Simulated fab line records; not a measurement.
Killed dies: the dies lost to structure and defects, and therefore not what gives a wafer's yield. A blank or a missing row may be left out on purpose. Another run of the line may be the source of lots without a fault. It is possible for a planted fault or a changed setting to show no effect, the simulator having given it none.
fab line records | flow sky130
record lots=7 wafers=21 lastDay=50
route steps=708 shown FIELD_ISO@27 NWELL@32 DNWELL@35 PWDE@45 PAD_OPEN@708
lots untouched by any fault: they come from a run of this same line in which no faults occurred
startH: hours from the record's first day to the start of the lot's first wafer shown | waitH: hours elapsed since this lot's preceding step | " repeats the value in the row above | L1.1+2: a row that stands for several wafers | - no value, or no start was given | * or withheld: withheld | < > ~ a bound
route shown NAME@n: a module of which the file shows steps, and the number in the route of the first | usual: mean/standard deviation of fault-free wafers | same: alike in all rows | chamber/n: place in a boat | sites: per-site readings | _std_site: their standard deviation | _edge_site: the outer-site mean with the inner-site mean subtracted | radiusMm: for every site, how far away it sits from the centre of the wafer | mask NAME#n: copy n | behind: tool/chamber where the wafer was last shaped | hold: reason for holding the lot/hours on hold/outcome of the hold | device: the n, p or np transistor that did not switch | end of line: at the end of the route, the tests of the same wafers | where a step has no rows: the recipe by itself | killed: at the first sort, the dies lost to defects and structure; wafer yield is something else | map: the dies of a wafer, with x for killed, . for not killed, _ for no die there
set.NAME: the setting as run; set.NAME@STEP: as run at that earlier step | model.NAME: the simulator's own value behind a step, which no gauge read
lots at some steps of the route; a table a step, a row a wafer
services: a tool's chamber out of use, with start hour (startH, from the record's first day; less than 0 if before it), hours out, and reason
## steps
# step SKY_FIELD_ISO_ANNEAL_26
# recipe tempC=1000 timeS=1800 ambient=N2
# step SKY_FIELD_ISO_CMP_27
# recipe stopOn=Si3N4 tOverpolishS=16 downForcePsi=4 platenRpm=60 targetThkNm=457.8 padVelocityMS=0.94248
# usual headPressurePsi=4.001/0.0082 motorCurrentA=11.9/1.4 overpolishRunS=16.000/0.0093 platenRpm=60.00/0.039 timeToEndpointS=111/4.4
# columns lot.wafer tool chamber startH waitH headPressurePsi motorCurrentA overpolishRunS platenRpm timeToEndpointS
L576.4 cmp-02 0 50.23 0.1 4.003 10.2 16.000 59.92 111
L576.5 " 1 " " 3.993 14.8 16.006 59.98 107
L576.6 " 2 " " 4.009 12.5 16.006 60.02 116
L579.1 cmp-02 1 70.73 0.1 3.988 14.1 16.019 59.97 112
L579.2 " 3 " " 4.010 10.6 15.996 59.97 112
L579.6 " 0 " " 3.995 11.4 16.000 60.02 111
L580.3 cmp-01 0 72.17 0.0 4.008 12.6 15.987 60.02 109
L580.1 " 2 " " 4.017 9.9 15.989 59.97 109
L580.6 " 1 " " 4.001 12.4 16.013 59.95 113
L589.2 cmp-01 3 116.92 0.1 4.008 13.1 15.984 60.03 112
L589.1 " 0 " " 3.996 12.1 16.010 59.99 101
L589.6 " 3 " " 4.001 12.7 16.001 59.96 118
L590.3 cmp-01 1 121.77 0.0 3.997 12.2 15.995 60.01 105
L590.1 " 3 " " 3.997 12.8 15.987 59.95 110
L590.2 " 0 " " 4.000 13.2 16.005 59.96 99
L591.2 cmp-01 1 125.37 0.1 4.002 12.1 16.000 60.02 110
L591.1 " 2 " " 3.990 10.0 15.995 59.97 107
L591.5 " 0 " " 3.999 12.9 16.009 59.95 107
L596.4 cmp-01 0 154.07 0.1 4.005 12.6 16.014 59.97 105
L596.5 " 2 " " 4.008 9.5 15.995 60.03 108
L596.6 " 3 " " 4.005 13.1 16.007 60.05 114
# step SKY_FIELD_ISO_WET_ETCH_28
# recipe chemistry=dHF targetDepthNm=23.7 target=SiO2 dilution=10:1 tempC=25 timeS=48.49
# step SKY_FIELD_ISO_WET_ETCH_29
# recipe chemistry=H3PO4 targetDepthNm=160 target=Si3N4 tempC=160 timeS=1825
# step SKY_FIELD_ISO_WET_ETCH_30
# recipe chemistry=dHF targetDepthNm=25 target=SiO2 dilution=10:1 tempC=25 timeS=50
# step SKY_NWELL_CLEAN_00
# recipe chemistry=SC1/SC2 mix=1:4:20 tempC=70 timeS=150 dry=n2Spin
# step SKY_NWELL_OXIDATION_01
# recipe tempC=900 ambient=O2 stabiliseS=600 purgeS=300 targetThkA=100 oxTimeS=1418
# step SKY_NWELL_THK_MEAS_02
# recipe reads=SiO2_of_NWELL_OXIDATION_01
# usual NWELL_OXIDATION_THK=9.85/0.2
# columns lot.wafer tool chamber startH waitH NWELL_OXIDATION_THK[nm]
L576.4 filmMetro-01 - 54.23 0.0 9.94
L576.5 " - " " 10.27
L576.6 " - " " 10.12
L579.1 filmMetro-02 - 74.74 0.0 9.58
L579.2 " - " " 9.44
L579.6 " - " " 9.56
L580.1 filmMetro-03 - 74.74 0.0 9.97
L580.3 " - " " 10.05
L580.6 " - " " 9.70
L589.1 filmMetro-03 - 120.27 0.0 9.74
L589.2 " - " " 10.02
L589.6 " - " " 9.66
L590.1 filmMetro-03 - 124.67 0.0 9.79
L590.2 " - " " 9.89
L590.3 " - " " 9.80
L591.1 filmMetro-02 - 129.23 0.0 9.71
L591.2 " - " " 9.70
L591.5 " - " " 9.67
L596.4 filmMetro-02 - 157.81 0.0 9.75
L596.5 " - " " 9.78
L596.6 " - " " 9.64
# step SKY_DNWELL_DEHYDRATE_00
# recipe tempC=200 timeS=60
# step SKY_DNWELL_HMDS_01
# recipe primeTimeS=60 primeTempC=120
# step SKY_DNWELL_COAT_02
# recipe spinRpm=2000 resistThkNm=3000
# step SKY_DNWELL_SOFTBAKE_03
# recipe tempC=110 timeS=withheld
# step SKY_DNWELL_EXPOSE_04
# recipe maskId=DNM na=0.57 targetCdNm=3000 doseMj=222
# usual focusOffsetNm=0.1/0.54
# columns lot.wafer tool chamber startH waitH mask focusOffsetNm
L576.4 ilineStepper-01 0 61.47 - DNM#0 0.3
L576.5 " 0 " " DNM#0 0.2
L576.6 " 0 " " DNM#0 -0.1
L579.1 ilineStepper-01 0 82.65 - DNM#0 0.0
L579.2 " 0 " " DNM#0 -0.9
L579.6 " 0 " " DNM#0 -0.6
L580.1 ilineStepper-02 0 82.89 - DNM#0 0.4
L580.3 " 0 " " DNM#0 0.4
L580.6 " 0 " " DNM#0 1.2
L589.1 ilineStepper-02 0 129.99 - DNM#0 1.2
L589.2 " 0 " " DNM#0 1.1
L589.6 " 0 " " DNM#0 1.0
L590.1 ilineStepper-02 0 134.32 - DNM#0 -0.3
L590.2 " 0 " " DNM#0 -0.6
L590.3 " 0 " " DNM#0 -0.5
L591.1 ilineStepper-02 0 138.46 - DNM#0 -1.0
L591.2 " 0 " " DNM#0 -0.7
L591.5 " 0 " " DNM#0 -0.5
L596.4 ilineStepper-01 0 168.40 - DNM#0 0.1
L596.5 " 0 " " DNM#0 -0.3
L596.6 " 0 " " DNM#0 -0.2
# step SKY_DNWELL_PEB_05
# recipe tempC=115 timeS=withheld
# step SKY_DNWELL_DEVELOP_06
# recipe wallAngleDeg=90 developer=TMAH developTimeS=60 devTempC=23
# step SKY_DNWELL_IMPLANT_07
# recipe species=P energyKev=withheld doseCm2=withheld tiltDeg=withheld
# step SKY_DNWELL_STRIP_08
# recipe chemistry=O2/N2 powerW=1400 pressureMtorr=1500 platenTempC=withheld o2FlowSccm=3000 n2FlowSccm=300 overashFraction=0.5
# usual drypumpMotorCurrentA=6.00/0.29 oesProductAu=0.723/0.0046 stripTimeToEndpointS=36.94/0.12
# columns lot.wafer tool chamber startH waitH drypumpMotorCurrentA oesProductAu rfHoursCounterH stripTimeToEndpointS
L576.4 plasmaAsher-02 0 69.97 0.1 6.38 0.726 - 36.94
L576.5 " 1 " " 5.53 0.718 - 37.01
L576.6 " 0 " " 6.39 0.726 - 37.00
L579.1 plasmaAsher-03 1 92.07 0.1 5.85 0.719 38 36.84
L579.2 " 0 " " 6.17 0.726 38 36.80
L579.6 " 1 " " 5.94 0.718 - 36.84
L580.1 plasmaAsher-02 1 92.11 0.1 5.52 0.722 38 36.94
L580.3 " 1 " " 5.53 0.727 - 37.04
L580.6 " 0 " " 6.38 0.723 - 37.00
L589.1 plasmaAsher-02 0 139.47 0.1 6.36 0.723 45 36.89
L589.2 " 1 " " 5.54 0.721 45 36.88
L589.6 " 0 " " 6.36 0.727 - 36.96
L590.1 plasmaAsher-04 1 144.25 0.1 5.98 0.722 33 36.71
L590.2 " 0 " " 6.06 0.718 33 36.86
L590.3 " 0 " " 6.06 0.724 - 36.77
L591.1 plasmaAsher-04 0 148.89 0.1 6.09 0.728 34 37.04
L591.2 " 1 " " 6.00 0.721 34 37.13
L591.5 " 0 " " 6.06 0.726 - 36.96
L596.4 plasmaAsher-02 1 178.60 0.1 5.53 0.728 - 36.80
L596.5 " 1 " " 5.53 0.725 - 36.77
L596.6 " 0 " " 6.38 0.723 - 36.77
# step SKY_DNWELL_TW_MEAS_09
# usual DNWELL_TW=1123/12
# columns lot.wafer tool chamber startH waitH DNWELL_TW
L576.4 filmMetro-02 - 70.07 0.1 1113
L576.5 " - " " 1109
L576.6 " - " " 1114
L579.1 filmMetro-01 - 92.17 0.1 1141
L579.2 " - " " 1142
L579.6 " - " " 1137
L580.1 filmMetro-03 - 92.21 0.1 1120
L580.3 " - " " 1123
L580.6 " - " " 1126
L589.1 filmMetro-03 - 139.57 0.1 1115
L589.2 " - " " 1116
L589.6 " - " " 1115
L590.1 filmMetro-01 - 144.35 0.1 1140
L590.2 " - " " 1143
L590.3 " - " " 1146
L591.1 filmMetro-03 - 148.99 0.1 1116
L591.2 " - " " 1109
L591.5 " - " " 1116
L596.4 filmMetro-01 - 178.69 0.1 1136
L596.5 " - " " 1141
L596.6 " - " " 1140
# step SKY_PWDE_DEHYDRATE_00
# recipe tempC=200 timeS=60
# step SKY_PWDE_HMDS_01
# recipe primeTimeS=60 primeTempC=120
# step SKY_PWDE_COAT_02
# recipe spinRpm=1972 resistThkNm=3000
# step SKY_PWDE_SOFTBAKE_03
# recipe tempC=110 timeS=withheld
# step SKY_PWDE_EXPOSE_04
# recipe maskId=PWDEM na=0.6 sourceShape=conventional sigmaOuter=0.6 polarization=unpolarized targetCdNm=840 doseMj=214
# step SKY_PWDE_PEB_05
# recipe tempC=115 timeS=withheld
# step SKY_PWDE_DEVELOP_06
# recipe wallAngleDeg=90 developer=TMAH developTimeS=60 devTempC=23
# step SKY_PWDE_OVL_MEAS_07
# usual PWDE_OVL=-0.5/1.2
# columns lot.wafer tool chamber startH waitH PWDE_OVL[nm]
L576.4 overlay-02 - 85.88 - 0.9
L576.5 " - " " -0.6
L576.6 " - " " 0.4
L579.1 overlay-02 - 109.82 - 2.5
L579.2 " - " " 3.0
L579.6 " - " " 0.8
L580.1 overlay-01 - 109.82 - 1.0
L580.3 " - " " -1.1
L580.6 " - " " 0.2
L589.1 overlay-01 - 158.12 - -2.4
L589.2 " - " " -0.4
L589.6 " - " " -1.5
L590.1 overlay-02 - 162.27 - -2.0
L590.2 " - " " -2.4
L590.3 " - " " -3.1
L591.1 overlay-02 - 168.47 - -0.9
L591.2 " - " " -1.7
L591.5 " - " " -2.2
L596.4 overlay-02 - 200.53 - -0.8
L596.5 " - " " 0.0
L596.6 " - " " -0.2
# step SKY_PWDE_IMPLANT_08
# recipe species=B energyKev=150 doseCm2=3.6e+12 tiltDeg=withheld
# step SKY_PWDE_STRIP_09
# recipe chemistry=O2/N2 powerW=1400 pressureMtorr=1500 platenTempC=withheld o2FlowSccm=3000 n2FlowSccm=300 overashFraction=0.5
# usual drypumpMotorCurrentA=5.91/0.16 oesProductAu=0.723/0.0043 stripTimeToEndpointS=37.16/0.11
# columns lot.wafer tool chamber startH waitH drypumpMotorCurrentA oesProductAu rfHoursCounterH stripTimeToEndpointS
L576.4 plasmaAsher-03 1 86.08 0.1 5.92 0.730 - 37.03
L576.5 " 1 " " 5.92 0.731 - 37.05
L576.6 " 0 " " 6.13 0.727 - 37.17
L579.1 plasmaAsher-01 1 110.00 0.1 5.74 0.726 46 37.31
L579.2 " 0 " " 5.70 0.726 46 37.33
L579.6 " 1 " " 5.74 0.713 - 37.23
L580.1 plasmaAsher-01 1 110.10 0.2 5.76 0.721 46 37.08
L580.3 " 0 " " 5.73 0.721 - 37.13
L580.6 " 1 " " 5.75 0.721 - 37.10
L589.1 plasmaAsher-01 1 158.30 0.1 5.73 0.724 53 37.19
L589.2 " 0 " " 5.72 0.717 53 37.13
L589.6 " 0 " " 5.72 0.719 - 37.18
L590.1 plasmaAsher-03 0 162.45 0.1 6.16 0.724 2 37.00
L590.2 " 1 " " 5.91 0.732 2 37.00
L590.3 " 1 " " 5.95 0.729 - 37.00
L591.1 plasmaAsher-03 0 168.65 0.1 6.14 0.718 2 37.18
L591.2 " 1 " " 5.97 0.722 2 37.18
L591.5 " 1 " " 5.98 0.719 - 37.24
L596.4 plasmaAsher-03 1 200.73 0.1 5.95 0.732 - 37.14
L596.5 " 0 " " 6.14 0.719 - 37.12
L596.6 " 1 " " 5.97 0.716 - 37.17
# step SKY_PWDE_TW_MEAS_10
# usual PWDE_TW=378/4.2
# columns lot.wafer tool chamber startH waitH PWDE_TW
L576.4 filmMetro-01 - 86.18 0.1 382
L576.5 " - " " 380
L576.6 " - " " 383
L579.1 filmMetro-02 - 110.10 0.1 374
L579.2 " - " " 375
L579.6 " - " " 375
L580.1 filmMetro-03 - 110.20 0.1 373
L580.3 " - " " 375
L580.6 " - " " 372
L589.1 filmMetro-01 - 158.40 0.1 384
L589.2 " - " " 384
L589.6 " - " " 386
L590.1 filmMetro-01 - 162.55 0.1 384
L590.2 " - " " 386
L590.3 " - " " 383
L591.1 filmMetro-01 - 168.75 0.1 381
L591.2 " - " " 385
L591.5 " - " " 384
L596.4 filmMetro-02 - 200.83 0.1 374
L596.5 " - " " 374
L596.6 " - " " 376
# step SKY_NWELL_DEHYDRATE_03
# recipe tempC=200 timeS=60
# step SKY_NWELL_HMDS_04
# recipe primeTimeS=60 primeTempC=120
# step SKY_NWELL_COAT_05
# recipe spinRpm=2000 resistThkNm=3000
# step SKY_NWELL_SOFTBAKE_06
# recipe tempC=110 timeS=withheld
# step SKY_NWELL_EXPOSE_07
# recipe maskId=NWM na=0.6 sourceShape=conventional sigmaOuter=0.6 polarization=unpolarized targetCdNm=840 doseMj=255
# step SKY_NWELL_PEB_08
# recipe tempC=115 timeS=withheld
# step SKY_NWELL_DEVELOP_09
# recipe wallAngleDeg=90 developer=TMAH developTimeS=60 devTempC=23
# step SKY_NWELL_OVL_MEAS_10
# usual NWELL_00_OVL=0.2/1.8
# columns lot.wafer tool chamber startH waitH NWELL_00_OVL[nm]
L576.4 overlay-02 - 103.53 - -1.3
L576.5 " - " " -1.7
L576.6 " - " " -1.4
L579.1 overlay-01 - 127.27 - -0.5
L579.2 " - " " 0.6
L579.6 " - " " -1.0
L580.1 overlay-01 - 127.62 - -0.3
L580.3 " - " " -1.2
L580.6 " - " " -1.0
L589.1 overlay-01 - 179.11 - 0.4
L589.2 " - " " 0.2
L589.6 " - " " 0.9
L590.1 overlay-02 - 183.19 - 0.2
L590.2 " - " " -1.1
L590.3 " - " " -1.4
L591.1 overlay-02 - 188.97 - -1.1
L591.2 " - " " 0.3
L591.5 " - " " -1.4
L596.4 overlay-02 - 222.93 - -3.6
L596.5 " - " " -2.6
L596.6 " - " " -1.5
# step SKY_NWELL_IMPLANT_11
# recipe species=P energyKev=400 doseCm2=1.9e+13 tiltDeg=withheld
# step SKY_NWELL_IMPLANT_12
# recipe species=P energyKev=120 doseCm2=1.3e+12 tiltDeg=withheld
# step SKY_NWELL_IMPLANT_13
# recipe species=P energyKev=50 doseCm2=7e+11 tiltDeg=withheld
# step SKY_NWELL_STRIP_14
# recipe chemistry=O2/N2 powerW=1400 pressureMtorr=1500 platenTempC=withheld o2FlowSccm=3000 n2FlowSccm=300 overashFraction=0.5207
# usual drypumpMotorCurrentA=5.87/0.29 oesProductAu=0.716/0.0045 stripTimeToEndpointS=36.99/0.1
# columns lot.wafer tool chamber startH waitH drypumpMotorCurrentA oesProductAu rfHoursCounterH stripTimeToEndpointS
L576.4 plasmaAsher-03 1 104.03 0.1 5.90 0.720 - 37.08
L576.5 " 0 " " 6.15 0.711 - 37.05
L576.6 " 1 " " 5.93 0.720 - 37.00
L579.1 plasmaAsher-01 1 127.85 0.1 5.77 0.711 49 36.95
L579.2 " 0 " " 5.72 0.715 49 36.99
L579.6 " 0 " " 5.70 0.719 - 36.99
L580.1 plasmaAsher-02 1 128.30 0.1 5.53 0.723 43 36.96
L580.3 " 0 " " 6.36 0.718 - 36.99
L580.6 " 1 " " 5.53 0.714 - 37.06
L589.1 plasmaAsher-01 0 179.60 0.1 5.72 0.717 55 36.94
L589.2 " 1 " " 5.75 0.720 55 37.02
L589.6 " 0 " " 5.73 0.720 - 36.92
L590.1 plasmaAsher-03 0 183.67 0.1 6.16 0.716 4 36.97
L590.2 " 1 " " 5.96 0.720 4 36.90
L590.3 " 1 " " 5.94 0.714 - 36.90
L591.1 plasmaAsher-01 0 189.45 0.1 5.74 0.721 56 37.03
L591.2 " 1 " " 5.75 0.723 56 36.99
L591.5 " 1 " " 5.77 0.713 - 37.05
L596.4 plasmaAsher-01 0 223.43 0.1 5.72 0.714 - 37.02
L596.5 " 1 " " 5.74 0.725 - 36.97
L596.6 " 0 " " 5.69 0.710 - 37.09
# step SKY_NWELL_TW_MEAS_15
# usual NWELL_TW=1834/20
# columns lot.wafer tool chamber startH waitH NWELL_TW
L576.4 filmMetro-02 - 104.13 0.1 1834
L576.5 " - " " 1833
L576.6 " - " " 1833
L579.1 filmMetro-02 - 127.95 0.1 1832
L579.2 " - " " 1821
L579.6 " - " " 1831
L580.1 filmMetro-02 - 128.40 0.1 1823
L580.3 " - " " 1836
L580.6 " - " " 1829
L589.1 filmMetro-03 - 179.70 0.1 1833
L589.2 " - " " 1823
L589.6 " - " " 1833
L590.1 filmMetro-02 - 183.77 0.1 1832
L590.2 " - " " 1828
L590.3 " - " " 1827
L591.1 filmMetro-01 - 189.55 0.1 1860
L591.2 " - " " 1864
L591.5 " - " " 1862
L596.4 filmMetro-02 - 223.53 0.1 1834
L596.5 " - " " 1840
L596.6 " - " " 1827
# step SKY_PAD_OPEN_PROBE_99
# usual killed_at_M0_to_M3=43/7.6 killed_at_M4_up=2.8/1.9 killedAtContacts=24/4.7 killedAtFrontEnd=16/4.4 killedAtOther=0.2/0.4 killedDies=86/9.9 killedOpen=47/8.2 killedShort=39/6.3
# same grossDies=492 killedAtBackSide=0
# columns lot.wafer tool chamber startH waitH killed_at_M0_to_M3 killed_at_M4_up killedAtContacts killedAtFrontEnd killedAtOther killedDies killedOpen killedShort model.etest.resDeepNwell.widthNm model.etest.resDeepNwell.lineOhmUm
L576.4 prober-01 - 1095.28 0.2 44 2 22 12 1 81 45 36 3010 723.5
L576.5 prober-01 - 1095.33 0.2 69 1 25 10 0 105 62 43 3000 729.7
L576.6 prober-01 - 1095.38 0.2 38 1 27 12 0 78 42 36 2983 735.2
L580.1 prober-01 - 1118.35 0.1 61 5 30 14 0 110 63 47 2999 734.2
L580.3 prober-01 - 1118.45 0.2 57 1 18 18 0 94 58 36 3024 751.9
L580.6 prober-01 - 1118.60 0.2 43 5 20 16 0 84 42 42 3003 753
L579.1 prober-02 - 1121.15 0.1 48 3 19 4 0 74 42 32 3004 755.2
L579.2 prober-02 - 1121.20 0.1 35 4 28 8 0 75 42 33 3001 746.6
L579.6 prober-02 - 1121.40 0.2 43 3 27 16 0 89 44 45 2998 740.7
L589.1 prober-01 - 1170.57 0.1 46 1 27 15 0 89 48 41 3042 722.1
L589.2 prober-01 - 1170.62 0.1 40 0 25 10 0 75 43 32 3034 722.9
L589.6 prober-01 - 1170.82 0.2 37 0 25 15 0 77 50 27 3089 722.2
L590.1 prober-02 - 1174.19 0.1 40 1 26 14 1 82 48 34 3077 723.1
L590.2 prober-02 - 1174.24 0.1 51 1 19 16 0 87 51 36 3042 726.4
L590.3 prober-02 - 1174.29 0.2 39 1 20 17 0 77 45 32 3022 725.6
L591.1 prober-01 - 1174.54 0.1 45 1 23 20 0 89 48 41 3061 702
L591.2 prober-01 - 1174.59 0.1 37 5 19 17 0 78 39 39 3065 704.5
L591.5 prober-01 - 1174.74 0.2 48 1 23 19 0 91 59 32 3096 701.5
L596.4 prober-02 - 1197.18 0.2 44 2 32 17 1 96 47 49 3004 743.6
L596.5 prober-02 - 1197.23 0.2 50 1 29 13 0 93 48 45 3008 755.4
L596.6 prober-02 - 1197.28 0.2 43 1 17 20 0 81 48 33 3007 739.8
# killed by level:class
L576.4 VIA1:geometricParticle:open=11 METAL2:geometricParticle:short=8 LI_CONTACT:geometricParticle:open=7 CONTACT:geometricParticle:open=6 VIA2:geometricParticle:open=6 VIA3:geometricParticle:open=5 CONTACT:geometricParticle:short=5 VIA1:geometricParticle:short=5
L576.5 VIA1:geometricParticle:open=17 VIA3:geometricParticle:open=13 METAL2:geometricParticle:short=11 VIA1:geometricParticle:short=8 CONTACT:geometricParticle:open=7 VIA2:geometricParticle:open=7 LI_CONTACT:geometricParticle:open=6 LOCAL_INTERCONNECT:geometricParticle:short=5
L576.6 VIA1:geometricParticle:open=11 VIA2:geometricParticle:open=8 LI_CONTACT:geometricParticle:open=7 CONTACT:geometricParticle:open=7 LI_CONTACT:geometricParticle:short=5 FIELD_ISO:geometricParticle:short=4 POLY_GATE:geometricParticle:open=4 LOCAL_INTERCONNECT:geometricParticle:short=4
L580.1 CONTACT:geometricParticle:open=13 VIA1:geometricParticle:open=13 VIA3:geometricParticle:open=13 VIA1:geometricParticle:short=8 LI_CONTACT:geometricParticle:open=7 VIA2:geometricParticle:open=6 METAL2:geometricParticle:short=5 CONTACT:geometricParticle:short=5
L580.3 VIA1:geometricParticle:open=14 CONTACT:geometricParticle:open=8 METAL1:geometricParticle:short=7 VIA2:geometricParticle:open=7 METAL2:geometricParticle:short=6 POLY_GATE:geometricParticle:open=6 VIA3:geometricParticle:open=6 FIELD_ISO:geometricParticle:open=5
L580.6 VIA1:geometricParticle:open=9 VIA2:geometricParticle:open=9 VIA3:geometricParticle:open=5 POLY_GATE:geometricParticle:open=5 LOCAL_INTERCONNECT:geometricParticle:short=5 METAL1:geometricParticle:short=5 METAL4:geometricParticle:short=5 FIELD_ISO:geometricParticle:short=4
L579.1 CONTACT:geometricParticle:open=10 VIA1:geometricParticle:open=9 VIA2:geometricParticle:open=7 METAL2:geometricParticle:short=6 METAL1:geometricParticle:short=6 VIA1:geometricParticle:short=5 LI_CONTACT:geometricParticle:open=4 METAL2:geometricParticle:open=4
L579.2 LI_CONTACT:geometricParticle:open=10 CONTACT:geometricParticle:short=6 VIA2:geometricParticle:open=6 CONTACT:geometricParticle:open=5 VIA1:geometricParticle:open=5 METAL1:geometricParticle:short=4 METAL2:geometricParticle:short=4 VIA3:geometricParticle:open=4
L579.6 CONTACT:geometricParticle:open=9 METAL1:geometricParticle:short=8 VIA1:geometricParticle:open=8 VIA2:geometricParticle:open=8 LI_CONTACT:geometricParticle:open=6 CONTACT:geometricParticle:short=6 FIELD_ISO:geometricParticle:short=5 VIA1:geometricParticle:short=5
L589.1 VIA1:geometricParticle:open=10 CONTACT:geometricParticle:open=8 LI_CONTACT:geometricParticle:open=8 VIA3:geometricParticle:open=7 VIA1:geometricParticle:short=6 METAL1:geometricParticle:short=6 VIA2:geometricParticle:open=6 POLY_GATE:geometricParticle:short=5
L589.2 VIA1:geometricParticle:open=12 CONTACT:geometricParticle:open=8 LI_CONTACT:geometricParticle:open=7 METAL2:geometricParticle:short=7 METAL1:geometricParticle:short=6 FIELD_ISO:geometricParticle:short=4 LOCAL_INTERCONNECT:geometricParticle:short=4 VIA3:geometricParticle:open=4
L589.6 VIA1:geometricParticle:open=11 CONTACT:geometricParticle:open=10 LI_CONTACT:geometricParticle:open=8 VIA2:geometricParticle:open=7 POLY_GATE:geometricParticle:open=6 POLY_GATE:geometricParticle:short=6 VIA3:geometricParticle:open=5 CONTACT:geometricParticle:short=4
L590.1 METAL2:geometricParticle:short=9 CONTACT:geometricParticle:open=8 VIA2:geometricParticle:open=8 VIA1:geometricParticle:open=7 LI_CONTACT:geometricParticle:open=7 POLY_GATE:geometricParticle:open=5 LOCAL_INTERCONNECT:geometricParticle:short=5 FIELD_ISO:geometricParticle:open=4
L590.2 VIA1:geometricParticle:open=9 VIA2:geometricParticle:open=8 VIA1:geometricParticle:short=7 VIA3:geometricParticle:open=7 METAL1:geometricParticle:short=6 LOCAL_INTERCONNECT:geometricParticle:short=6 CONTACT:geometricParticle:open=6 FIELD_ISO:geometricParticle:open=5
L590.3 VIA1:geometricParticle:open=8 CONTACT:geometricParticle:open=7 LI_CONTACT:geometricParticle:open=6 VIA3:geometricParticle:open=6 VIA1:geometricParticle:short=6 METAL2:geometricParticle:short=6 POLY_GATE:geometricParticle:open=5 FIELD_ISO:geometricParticle:short=4
L591.1 CONTACT:geometricParticle:open=12 VIA3:geometricParticle:open=9 VIA2:geometricParticle:open=7 POLY_GATE:geometricParticle:short=6 VIA1:geometricParticle:open=6 METAL2:geometricParticle:short=6 METAL1:geometricParticle:short=5 VIA1:geometricParticle:short=5
L591.2 VIA1:geometricParticle:open=8 VIA3:geometricParticle:open=8 CONTACT:geometricParticle:open=7 CONTACT:geometricParticle:short=6 POLY_GATE:geometricParticle:open=5 FIELD_ISO:geometricParticle:open=4 FIELD_ISO:geometricParticle:short=4 POLY_GATE:geometricParticle:short=4
L591.5 CONTACT:geometricParticle:open=11 VIA1:geometricParticle:open=11 VIA3:geometricParticle:open=11 LI_CONTACT:geometricParticle:open=8 VIA1:geometricParticle:short=6 METAL2:geometricParticle:short=5 VIA3:geometricParticle:short=5 FIELD_ISO:geometricParticle:open=4
L596.4 CONTACT:geometricParticle:open=9 METAL1:geometricParticle:short=9 LI_CONTACT:geometricParticle:open=8 VIA1:geometricParticle:open=8 CONTACT:geometricParticle:short=7 FIELD_ISO:geometricParticle:open=5 VIA3:geometricParticle:short=5 VIA3:geometricParticle:open=5
L596.5 CONTACT:geometricParticle:open=11 VIA1:geometricParticle:open=10 METAL2:geometricParticle:short=9 CONTACT:geometricParticle:short=8 VIA3:geometricParticle:open=7 LOCAL_INTERCONNECT:geometricParticle:short=5 VIA1:geometricParticle:short=5 FIELD_ISO:geometricParticle:open=4
L596.6 VIA2:geometricParticle:open=9 VIA3:geometricParticle:open=8 VIA1:geometricParticle:open=7 FIELD_ISO:geometricParticle:short=6 CONTACT:geometricParticle:open=6 METAL2:geometricParticle:short=5 POLY_GATE:geometricParticle:short=4 LI_CONTACT:geometricParticle:open=4
## services
# columns tool chamber startH hours kind
plasmaAsher-02 - 55.25 14.6 pm
cmp-01 - 64.00 4.0 pm
cmp-01 - 68.00 - consumableReplace:conditioner
cmp-01 - 68.00 - consumableReplace:pad
plasmaAsher-04 - 87.45 26.7 repair
plasmaAsher-04 - 102.64 3.3 repair
plasmaAsher-03 - 108.75 9.0 pm
plasmaAsher-03 0 108.75 9.0 ventCycle
plasmaAsher-03 1 108.75 9.0 ventCycle
plasmaAsher-03 0 117.75 - clean
plasmaAsher-03 1 117.75 - clean
cmp-01 - 120.72 0.2 repair
plasmaAsher-03 - 129.83 25.0 pm
cmp-02 - 137.42 1.8 repair
plasmaAsher-02 - 141.49 2.5 repair
cmp-02 - 143.96 2.6 repair
cmp-02 - 154.86 2.4 repair
cmp-02 - 158.16 0.6 repair
cmp-02 - 178.64 4.9 pm
cmp-02 - 207.42 2.8 repair
cmp-01 - 210.46 3.4 pm
## key
firstSign none at tools or gauges
modelEffect step=SKY_PAD_OPEN_PROBE_99 value=etest.resDeepNwell.widthNm without=2989 struck=3059
metAt SKY_DNWELL_EXPOSE_04
struckWafers L589.1,L589.2,L589.6,L590.1,L590.2,L590.3,L591.1,L591.2,L591.5
testerLeftOut L589,L590,L591
onsetBetween 82.89 129.99
fault kind=processParameterDrift tool=ilineStepper-02 chamber=- onsetH=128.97 steps=SKY_DNWELL_EXPOSE_04 channel=focusNm offset=732.06 spreadByWafer=0.3 shape=step endH=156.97
# testerLeftOut: of these lots the tester's yield and bins aren't shown, on N5 and GAA mostly nor the transistor test; their killed dies are dies lost to structure and defects alone, not to doping, threshold or leakage, so they don't give the yield
